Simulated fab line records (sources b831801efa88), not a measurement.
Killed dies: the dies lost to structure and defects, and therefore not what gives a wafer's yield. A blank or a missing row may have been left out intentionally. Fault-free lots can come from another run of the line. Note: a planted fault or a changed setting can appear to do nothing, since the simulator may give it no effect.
One fault seen from 2 desks :: flow gf180mcu :: each desk has only its own numbers; what lay behind them comes last

METROLOGY DESK
Lot by lot, what the gauges showed, no matter which tool ran the lot: averages of those sampled wafers that carry a number. A lot is out of limits, marked OUT, if its mean lies more than 4 standard deviations from the usual mean; the brackets give that distance.
Columns: A = LVPWELL_RS at GF_VT_IMPLANT_RS_MEAS_48, usual 1196.1 ohm/sq; B = DUAL_GATE_OXIDATION_00_THK at GF_DUAL_GATE_THK_MEAS_03, usual 11.03 nm; C = HV_LDD_02_OVL at GF_HV_LDD_OVL_MEAS_32, usual -0.2 nm
lot: L542
first seen here: day 7 21:18
A: 1196.9
B: 10.70
C: 2.1

lot: L543
first seen here: day 8 02:10
A: 1196.1
B: 10.92
C: -0.9

lot: L544
first seen here: day 8 09:34
A: 1196.2
B: 10.85
C: -0.3

lot: L548
first seen here: day 9 11:41
A: 1197.7
B: 11.08
C: 0.3

lot: L550
first seen here: day 10 02:47
A: 1199.7
B: 11.02
C: 240.6 (+99 or more) OUT

lot: L551
first seen here: day 10 08:45
A: 1197.0
B: 11.03
C: 239.5 (+99 or more) OUT

lot: L552
first seen here: day 10 14:10
A: 1195.1
B: 11.08
C: -1.8

lot: L554
first seen here: day 11 08:49
A: 1194.3
B: 10.68
C: 240.5 (+99 or more) OUT

lot: L555
first seen here: day 11 09:40
A: 1197.8
B: 10.97
C: 0.1

lot: L560
first seen here: day 12 20:24
A: 1197.9
B: 11.56
C: -1.0

lot: L562
first seen here: day 13 09:50
A: 1196.9
B: 10.85
C: 1.2

lot: L563
first seen here: day 13 15:34
A: 1193.1
B: 10.78
C: -1.6

lot: L564
first seen here: day 14 03:41
A: 1192.7
B: 10.94
C: 0.8
This desk's result: L550, L551, L554 out of limits, first on L550 (HV_LDD_02_OVL at GF_HV_LDD_OVL_MEAS_32), day 14 11:50. L542, L543, L544, L548, L552, L555, L560, L562, L563, L564 stayed within limits.

TOOL OWNER'S DESK, ilineStepper-02
The tool's own readings at GF_HV_LDD_EXPOSE_28 (exposes mask Nplus HV AREA, target cd 400 nm): means of the sampled wafers that have a number, for each lot that ran on this tool. A lot is out of limits, marked OUT, if its mean lies more than 4 standard deviations from the usual mean; the brackets give that distance.
Columns: A = exposureDoseMJCm2 at GF_HV_LDD_EXPOSE_28, usual 139.98; B = reticleTempC at GF_HV_LDD_EXPOSE_28, usual 23.01 C
lot: L548
first seen here: day 13 08:16
A: 139.88
B: 23.04

lot: L550
first seen here: day 14 01:38
A: 140.18
B: 22.94

lot: L551
first seen here: day 14 08:44
A: 139.77
B: 22.99

lot: L554
first seen here: day 15 09:19
A: 139.96
B: 23.00
This desk found nothing out of limits on any of the 4 lots.

TAKEN TOGETHER
On L550, L551, L554, the metrology desk was in a position to raise an alarm at day 14 11:50.
Nothing out of limits was seen by the tool owner's desk.
Tool owner's desk: L550, L551, L554 on record, inside its limits.
GF_HV_LDD_EXPOSE_28 was run on ilineStepper-02 by each of the lots named.

WHAT THE SIMULATOR PUT IN
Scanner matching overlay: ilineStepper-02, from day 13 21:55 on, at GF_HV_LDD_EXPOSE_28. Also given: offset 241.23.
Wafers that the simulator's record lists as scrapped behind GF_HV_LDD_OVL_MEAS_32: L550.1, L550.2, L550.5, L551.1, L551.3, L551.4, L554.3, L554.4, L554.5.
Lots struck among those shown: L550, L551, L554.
Delay in hours, fault start to first out-of-limits reading, per desk: metrology desk 14.
